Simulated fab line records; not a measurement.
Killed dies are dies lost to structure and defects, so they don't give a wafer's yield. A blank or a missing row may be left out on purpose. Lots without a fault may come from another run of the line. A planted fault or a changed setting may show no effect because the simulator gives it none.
Which of the tools did it? -- flow gf180mcu -- 6 lots, 18 wafers sampled, at 1 step of a route of 602

== WHAT THE GAUGES READ, wafer by wafer ==
GF_V5_THK_MEAS_03.
lot,measured,on,V5_CVD_02_THK (nm)
L558,day 26 15:08,film-metro-01,1437 1428 1475
L560,day 27 08:24,film-metro-03,1448 1454 1466
L563,day 28 06:41,film-metro-01,1472 1465 1460
L565,day 28 18:45,film-metro-04,1408 1432 1458
L567,day 29 10:02,film-metro-03,1425 1444 1467
L576,day 31 21:16,film-metro-03,1447 1461 1453

== EACH LOT AND THE TOOL THAT RAN IT (in order: tool; ch and the chambers of the sampled wafers; start) ==
There is no process step in the record ahead of these readings.

== THE ANSWER, worked out from the rows above alone ==
Rule: the lots themselves supply what counts as usual. Put in order of their means at a reading, lots are off if they are a third of the lots or fewer, leave a main group of 4 or more, and stand apart from it by a gap of 3 or more times the standard deviation of the main group's means; of several such gaps the widest counts. A main group whose means are all the same, to the digits that the tables above print for the reading, isn't used. A lot without any number at a reading at which 4 lots or more have one is off too. Any other lot the step has rows for is counted as sound.
Across all readings shown, no lot is off: no conclusion can be drawn from this.

== WHAT THE SIMULATOR PUT IN ==
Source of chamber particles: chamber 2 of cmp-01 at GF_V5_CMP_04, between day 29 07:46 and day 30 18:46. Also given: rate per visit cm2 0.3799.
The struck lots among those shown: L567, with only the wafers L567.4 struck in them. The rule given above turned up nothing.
